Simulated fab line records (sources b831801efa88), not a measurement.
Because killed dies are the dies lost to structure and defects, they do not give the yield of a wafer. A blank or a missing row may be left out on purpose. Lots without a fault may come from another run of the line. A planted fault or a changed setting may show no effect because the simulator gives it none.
fab line records -- flow sky130
record lots=5, wafers=15, last_day=51
route steps=708 shown NWELL@61 PAD_OPEN@708
lots untouched by any fault: they come from a run of this same line in which no faults occurred
start_h: start of the lot's first displayed wafer, in hours after the record's first day -- wait_h: time in hours since the lot's previous step -- " same as the row above -- L1.1+2: one row covering several wafers at once -- - either no value or no given start -- * or withheld: withheld -- < > ~ a bound
route shown NAME@n: a module of which the file shows steps, and the number in the route of the first -- usual: mean/standard deviation of fault-free wafers -- same: alike in all rows -- chamber/n: place in a boat -- sites: per-site readings -- _std_site: the values' standard deviation -- _edge_site: inner sites' mean taken away from outer sites' mean -- radius_mm: for every site, how far away it sits from the centre of the wafer -- mask NAME#n: copy n -- behind: the tool/chamber that last shaped the wafer -- hold: what put the lot on hold/how long, in hours/how the hold closed -- device: the n, p or np transistor that did not switch -- end of line: at the end of the route, the tests of the same wafers -- step lacking rows: just its recipe -- killed: not the wafer's yield, but the dies lost to structure and defects at the first sort -- map: dies across one wafer; x = killed, . = not, _ = none there
set.NAME: setting as actually run; set.NAME@STEP: the setting as run at that earlier step -- model.NAME: the simulator's own value behind a step, which no gauge read
certain route steps with their lots: each step a table, each wafer a row
services: a tool's chamber out of use, with start hour (start_h, from the record's first day; less than 0 if before it), hours out, and reason
## steps
# step SKY_NWELL_PEB_08
# recipe temp_c=115, time_s=withheld
# step SKY_NWELL_DEVELOP_09
# recipe wall_angle_deg=90, developer=TMAH, develop_time_s=60, dev_temp_c=23
# step SKY_NWELL_OVL_MEAS_10
# usual NWELL_00_OVL=0.6/1.5
lot.wafer,tool,chamber,start_h,wait_h,NWELL_00_OVL[nm]
L985.3,overlay-02,-,94.30,-,2.9
L985.4,overlay-02,-,94.30,-,0.0
L985.5,overlay-02,-,94.30,-,1.9
L999.4,overlay-01,-,174.21,-,0.0
L999.5,overlay-01,-,174.21,-,1.0
L999.6,overlay-01,-,174.21,-,1.8
L100.1,overlay-02,-,181.34,-,-2.0
L100.2,overlay-02,-,181.34,-,0.3
L100.5,overlay-02,-,181.34,-,-2.3
L106.1,overlay-02,-,217.34,-,2.0
L106.2,overlay-02,-,217.34,-,0.4
L106.6,overlay-02,-,217.34,-,-1.0
L108.1,overlay-01,-,227.32,-,-1.7
L108.2,overlay-01,-,227.32,-,-2.8
L108.3,overlay-01,-,227.32,-,-1.3
# step SKY_NWELL_IMPLANT_11
# recipe species=P, energy_kev=400, dose_cm2=1.9e+13, tilt_deg=withheld
# step SKY_NWELL_IMPLANT_12
# recipe species=P, energy_kev=120, dose_cm2=1.3e+12, tilt_deg=withheld
# step SKY_NWELL_IMPLANT_13
# recipe species=P, energy_kev=50, dose_cm2=7e+11, tilt_deg=withheld
# step SKY_NWELL_STRIP_14
# recipe chemistry=O2/N2, power_w=1400, pressure_mtorr=1500, platen_temp_c=withheld, o2_flow_sccm=3000, n2_flow_sccm=300, overash_fraction=0.5
# usual chamber_pressure_mTorr=1500.1/2.5, drypump_motor_current_A=5.63/0.28, o2_flow_sccm=2999/9, oes_product_au=0.722/0.0042, strip_time_to_endpoint_s=36.94/0.11
lot.wafer,tool,chamber,start_h,wait_h,chamber_pressure_mTorr,drypump_motor_current_A,o2_flow_sccm,oes_product_au,rf_hours_counter_h,strip_time_to_endpoint_s
L985.3,plasma_asher-03,1,94.81,0.1,1502.0,5.28,3019,0.718,-,36.81
L985.4,plasma_asher-03,0,94.81,0.1,1498.8,5.29,2998,0.719,-,37.01
L985.5,plasma_asher-03,1,94.81,0.1,1500.4,5.28,2991,0.718,-,36.87
L999.4,plasma_asher-03,0,174.71,0.1,1500.6,5.31,2992,0.727,-,36.98
L999.5,plasma_asher-03,0,174.71,0.1,1499.4,5.33,3002,0.728,-,36.97
L999.6,plasma_asher-03,1,174.71,0.1,1497.2,5.27,3000,0.715,-,36.95
L100.1,plasma_asher-03,0,181.83,0.1,1500.6,5.30,3002,0.721,38,36.76
L100.2,plasma_asher-03,1,181.83,0.1,1500.4,5.25,3007,0.716,38,36.82
L100.5,plasma_asher-03,0,181.83,0.1,1498.9,5.31,3001,0.712,-,36.78
L106.1,plasma_asher-02,0,217.82,0.1,1500.7,5.68,2980,0.722,52,36.92
L106.2,plasma_asher-02,1,217.82,0.1,1499.2,5.96,2990,0.727,52,36.82
L106.6,plasma_asher-02,1,217.82,0.1,1498.8,5.96,3000,0.722,-,36.80
L108.1,plasma_asher-04,0,227.80,0.1,1498.2,5.91,3006,0.718,51,36.94
L108.2,plasma_asher-04,1,227.80,0.1,1500.3,5.88,3006,0.727,51,36.85
L108.3,plasma_asher-04,0,227.80,0.1,1499.3,5.90,3005,0.726,-,36.91
# step SKY_NWELL_TW_MEAS_15
# usual NWELL_TW=1805/13
lot.wafer,tool,chamber,start_h,wait_h,NWELL_TW
L985.3,film_metro-01,-,94.90,0.1,1808
L985.4,film_metro-01,-,94.90,0.1,1808
L985.5,film_metro-01,-,94.90,0.1,1804
L999.4,film_metro-03,-,174.81,0.1,1811
L999.5,film_metro-03,-,174.81,0.1,1813
L999.6,film_metro-03,-,174.81,0.1,1808
L100.1,film_metro-04,-,181.93,0.1,1815
L100.2,film_metro-04,-,181.93,0.1,1809
L100.5,film_metro-04,-,181.93,0.1,1812
L106.1,film_metro-01,-,217.92,0.1,1778
L106.2,film_metro-01,-,217.92,0.1,1794
L106.6,film_metro-01,-,217.92,0.1,1811
L108.1,film_metro-01,-,227.90,0.1,1796
L108.2,film_metro-01,-,227.90,0.1,1805
L108.3,film_metro-01,-,227.90,0.1,1797
# step SKY_NWELL_DEHYDRATE_16
# recipe temp_c=200, time_s=60
# step SKY_NWELL_HMDS_17
# recipe prime_time_s=60, prime_temp_c=120
# step SKY_NWELL_COAT_18
# recipe spin_rpm=2000, resist_thk_nm=3000
# step SKY_NWELL_SOFTBAKE_19
# recipe temp_c=110, time_s=withheld
# step SKY_NWELL_EXPOSE_20
# recipe mask_id=NWM_COMPLEMENT, na=0.6, source_shape=conventional, sigma_outer=0.6, polarization=unpolarized, target_cd_nm=840, dose_mj=260
lot.wafer,tool,chamber,start_h,wait_h,mask
L985.3+4+5,iline_stepper-01,0,104.11,-,NWM_COMPLEMENT#0
L999.4+5+6,iline_stepper-01,0,186.60,-,HVTPM#0
L100.1+2+5,iline_stepper-02,0,193.19,-,NWM_COMPLEMENT#0
L106.1+2+6,iline_stepper-02,0,229.74,-,NWM_COMPLEMENT#0
L108.1+2+3,iline_stepper-01,0,238.97,-,NWM_COMPLEMENT#0
# step SKY_NWELL_PEB_21
# recipe temp_c=115, time_s=withheld
# step SKY_NWELL_DEVELOP_22
# recipe wall_angle_deg=90, developer=TMAH, develop_time_s=60, dev_temp_c=23
# step SKY_NWELL_OVL_MEAS_23
# usual NWELL_01_OVL=-0.7/1.4
lot.wafer,tool,chamber,start_h,wait_h,NWELL_01_OVL[nm]
L985.3,overlay-01,-,114.23,-,-0.6
L985.4,overlay-01,-,114.23,-,-3.5
L985.5,overlay-01,-,114.23,-,-3.8
L999.4,overlay-02,-,198.54,-,-
L999.5,overlay-02,-,198.54,-,-
L999.6,overlay-02,-,198.54,-,-
L100.1,overlay-02,-,205.22,-,0.3
L100.2,overlay-02,-,205.22,-,1.6
L100.5,overlay-02,-,205.22,-,2.4
L106.1,overlay-01,-,240.34,-,0.2
L106.2,overlay-01,-,240.34,-,-1.1
L106.6,overlay-01,-,240.34,-,-0.9
L108.1,overlay-02,-,250.02,-,1.1
L108.2,overlay-02,-,250.02,-,-0.3
L108.3,overlay-02,-,250.02,-,0.6
# step SKY_NWELL_IMPLANT_24
# recipe species=B, energy_kev=140, dose_cm2=9.2e+12, tilt_deg=withheld
# step SKY_NWELL_STRIP_25
# recipe chemistry=O2/N2, power_w=1400, pressure_mtorr=1500, platen_temp_c=withheld, o2_flow_sccm=3000, n2_flow_sccm=300, overash_fraction=0.5
# usual chamber_pressure_mTorr=1500.1/1.5, drypump_motor_current_A=5.68/0.27, o2_flow_sccm=3000/8.8, oes_product_au=0.722/0.0045, strip_time_to_endpoint_s=36.91/0.088
lot.wafer,tool,chamber,start_h,wait_h,chamber_pressure_mTorr,drypump_motor_current_A,o2_flow_sccm,oes_product_au,rf_hours_counter_h,strip_time_to_endpoint_s
L985.3,plasma_asher-03,1,114.44,0.1,1498.9,5.26,3010,0.731,-,37.02
L985.4,plasma_asher-03,0,114.44,0.1,1497.1,5.32,3004,0.720,-,36.95
L985.5,plasma_asher-03,0,114.44,0.1,1501.7,5.32,2992,0.722,-,36.88
L999.4,plasma_asher-04,1,198.74,0.1,1499.4,5.87,2992,0.721,-,36.96
L999.5,plasma_asher-04,1,198.74,0.1,1499.9,5.89,3014,0.715,-,36.97
L999.6,plasma_asher-04,0,198.74,0.1,1497.6,5.92,3000,0.729,-,37.07
L100.1,plasma_asher-04,0,205.40,0.1,1500.4,5.90,3017,0.717,49,36.86
L100.2,plasma_asher-04,1,205.40,0.1,1501.2,5.84,3011,0.720,49,36.90
L100.5,plasma_asher-04,1,205.40,0.1,1499.1,5.83,3007,0.726,-,36.93
L106.1,plasma_asher-04,1,240.52,0.1,1499.3,5.86,3002,0.719,52,36.95
L106.2,plasma_asher-04,0,240.52,0.1,1499.4,5.91,2991,0.721,52,36.96
L106.6,plasma_asher-04,0,240.52,0.1,1498.7,5.90,3008,0.722,-,36.96
L108.1,plasma_asher-02,0,250.20,0.1,1498.0,5.69,3011,0.719,56,36.84
L108.2,plasma_asher-02,1,250.20,0.1,1500.1,5.90,3002,0.716,56,36.83
L108.3,plasma_asher-02,0,250.20,0.1,1501.3,5.69,3002,0.721,-,36.88
# step SKY_NWELL_TW_MEAS_26
# usual NWELL_2_TW=493.2/2.8
lot.wafer,tool,chamber,start_h,wait_h,hold,NWELL_2_TW
L985.3,film_metro-03,-,114.52,0.1,-,492.3
L985.4,film_metro-03,-,114.52,0.1,-,493.9
L985.5,film_metro-03,-,114.52,0.1,-,492.2
L999.4,film_metro-03,-,198.83,0.1,await_dispo/0.2h/release,29.8
L999.5,film_metro-03,-,198.83,0.1,await_dispo/0.2h/release,29.6
L999.6,film_metro-03,-,198.83,0.1,await_dispo/0.2h/release,29.8
L999.4,film_metro-03,-,199.06,0.2,-,29.7
L999.5,film_metro-03,-,199.06,0.2,-,29.7
L999.6,film_metro-03,-,199.06,0.2,-,29.9
L100.1,film_metro-01,-,205.50,0.1,-,494.9
L100.2,film_metro-01,-,205.50,0.1,-,490.1
L100.5,film_metro-01,-,205.50,0.1,-,494.3
L106.1,film_metro-04,-,240.62,0.1,-,493.7
L106.2,film_metro-04,-,240.62,0.1,-,494.8
L106.6,film_metro-04,-,240.62,0.1,-,493.0
L108.1,film_metro-04,-,250.30,0.1,-,495.1
L108.2,film_metro-04,-,250.30,0.1,-,492.2
L108.3,film_metro-04,-,250.30,0.1,-,498.9
# step SKY_PAD_OPEN_PROBE_99
# usual defect_limited_yield=82.6/2, killed_at_M0_to_M3=42/6.7, killed_at_M4_up=3.0/1.9, killed_at_contacts=24/5.3, killed_at_front_end=16/4.3, killed_at_other=0.4/0.71, killed_dies=85/9.6, killed_open=46/6.5, killed_short=39/6.7, sort_bin_3_pad_short=0.9/0.46, sort_bin_5_function=10.3/1.3, sort_bin_6_memory=6.2/1.1, sort_n_pass=407/9.6, sort_yield_pct=82.6/2
# same gross_dies=492, killed_at_back_side=0, sort_bin_4_leakage[%]=0, sort_bin_8_speed[%]=0
lot.wafer,tool,chamber,start_h,wait_h,defect_limited_yield[%],killed_at_M0_to_M3,killed_at_M4_up,killed_at_contacts,killed_at_front_end,killed_at_other,killed_dies,killed_open,killed_short,sort_bin_3_pad_short[%],sort_bin_5_function[%],sort_bin_6_memory[%],sort_n_pass,sort_yield_pct[%]
L100.1,prober-01,-,1178.54,0.1,84.1,32,0,36,10,0,78,45,33,1.0,8.1,6.7,414,84.1
L100.2,prober-01,-,1178.59,0.1,83.9,35,2,24,18,0,79,47,32,0.6,10.0,5.5,413,83.9
L100.5,prober-01,-,1178.74,0.2,82.1,40,3,31,14,0,88,56,32,0.8,9.8,7.3,404,82.1
L106.1,prober-01,-,1202.26,0.1,80.7,48,6,28,13,0,95,52,43,1.0,12.2,6.1,397,80.7
L106.2,prober-01,-,1202.31,0.1,83.1,41,3,24,15,0,83,46,37,0.6,9.1,7.1,409,83.1
L106.6,prober-01,-,1202.51,0.2,82.5,41,8,24,12,1,86,41,45,1.2,10.6,5.7,406,82.5
L108.1,prober-01,-,1217.01,0.1,82.3,43,2,23,19,0,87,43,44,1.6,9.8,6.3,405,82.3
L108.2,prober-01,-,1217.06,0.1,81.3,48,3,26,14,1,92,49,40,2.2,10.4,6.1,400,81.3
L108.3,prober-01,-,1217.11,0.2,84.6,38,3,15,19,1,76,42,34,1.0,8.3,6.1,416,84.6
# killed by level:class
L100.1 CONTACT:geometric_particle:open=12 VIA3:geometric_particle:open=10 CONTACT:geometric_particle:short=8 FIELD_ISO:geometric_particle:open=6 LI_CONTACT:geometric_particle:short=5 LI_CONTACT:geometric_particle:open=5 LOCAL_INTERCONNECT:geometric_particle:short=5 METAL2:geometric_particle:short=5
L100.2 VIA1:geometric_particle:open=12 CONTACT:geometric_particle:open=11 POLY_GATE:geometric_particle:short=9 LI_CONTACT:geometric_particle:open=5 VIA2:geometric_particle:open=5 FIELD_ISO:geometric_particle:short=3 LOCAL_INTERCONNECT:geometric_particle:short=3 VIA3:geometric_particle:open=3
L100.5 LI_CONTACT:geometric_particle:open=14 VIA2:geometric_particle:open=11 CONTACT:geometric_particle:open=9 VIA3:geometric_particle:open=8 VIA1:geometric_particle:open=6 LOCAL_INTERCONNECT:geometric_particle:short=5 FIELD_ISO:geometric_particle:short=4 VIA1:geometric_particle:short=4
L106.1 CONTACT:geometric_particle:open=12 VIA2:geometric_particle:open=11 VIA1:geometric_particle:open=11 VIA1:geometric_particle:short=9 METAL1:geometric_particle:short=9 LI_CONTACT:geometric_particle:open=6 METAL4:geometric_particle:short=6 FIELD_ISO:geometric_particle:open=5
L106.2 CONTACT:geometric_particle:open=9 VIA2:geometric_particle:open=9 LI_CONTACT:geometric_particle:open=7 VIA3:geometric_particle:open=7 VIA1:geometric_particle:short=7 VIA1:geometric_particle:open=7 CONTACT:geometric_particle:short=5 METAL2:geometric_particle:short=5
L106.6 VIA1:geometric_particle:open=9 METAL2:geometric_particle:short=8 LI_CONTACT:geometric_particle:open=7 METAL4:geometric_particle:short=6 CONTACT:geometric_particle:open=6 LOCAL_INTERCONNECT:geometric_particle:short=5 VIA3:geometric_particle:open=5 VIA2:geometric_particle:short=4
L108.1 VIA1:geometric_particle:open=10 METAL1:geometric_particle:short=7 CONTACT:geometric_particle:short=7 FIELD_ISO:geometric_particle:short=6 FIELD_ISO:geometric_particle:open=6 LI_CONTACT:geometric_particle:open=5 CONTACT:geometric_particle:open=5 VIA3:geometric_particle:open=5
L108.2 CONTACT:geometric_particle:open=14 VIA1:geometric_particle:open=10 VIA1:geometric_particle:short=6 VIA3:geometric_particle:open=6 VIA2:geometric_particle:open=5 FIELD_ISO:geometric_particle:open=4 LOCAL_INTERCONNECT:geometric_particle:short=4 CONTACT:geometric_particle:short=4
L108.3 VIA1:geometric_particle:open=9 CONTACT:geometric_particle:open=6 CONTACT:geometric_particle:short=6 VIA3:geometric_particle:open=6 FIELD_ISO:geometric_particle:open=5 POLY_GATE:geometric_particle:open=5 METAL2:geometric_particle:short=5 VIA1:geometric_particle:short=4
## services
tool,chamber,start_h,hours,kind
plasma_asher-02,-,86.32,2.8,repair
plasma_asher-04,-,103.02,1.0,repair
iline_stepper-02,0,129.17,-,calibration
iline_stepper-02,-,132.30,3.1,repair
iline_stepper-02,-,135.43,1.7,pm
plasma_asher-02,-,142.43,8.7,repair
iline_stepper-02,-,151.57,1.4,repair
iline_stepper-02,-,157.25,0.7,repair
iline_stepper-01,0,176.20,-,calibration
iline_stepper-02,-,177.10,5.7,repair
iline_stepper-02,-,182.81,2.1,pm
iline_stepper-02,-,184.89,-,consumable_replace:lamp
iline_stepper-01,-,226.79,1.7,pm
## key
first_sign step=SKY_NWELL_EXPOSE_20, reading=mask, direction=changed
effect step=SKY_NWELL_OVL_MEAS_23, reading=NWELL_01_OVL, direction=missing
effect step=SKY_NWELL_TW_MEAS_26, reading=visit, direction=added
effect step=SKY_NWELL_TW_MEAS_26, reading=NWELL_2_TW, direction=down, sigmas=99+, usual=493.2, struck=29.7
met_at SKY_NWELL_EXPOSE_20
struck_wafers L999.4,L999.5,L999.6
scrapped_behind SKY_NWELL_TW_MEAS_26 L999.4,L999.5,L999.6
onset_between 104.11 186.60
fault kind=wrong_mask, tool=any, chamber=-, onset_h=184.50, steps=SKY_NWELL_EXPOSE_20, aux_copy=HVTPM#0, scope=struck_lots_only
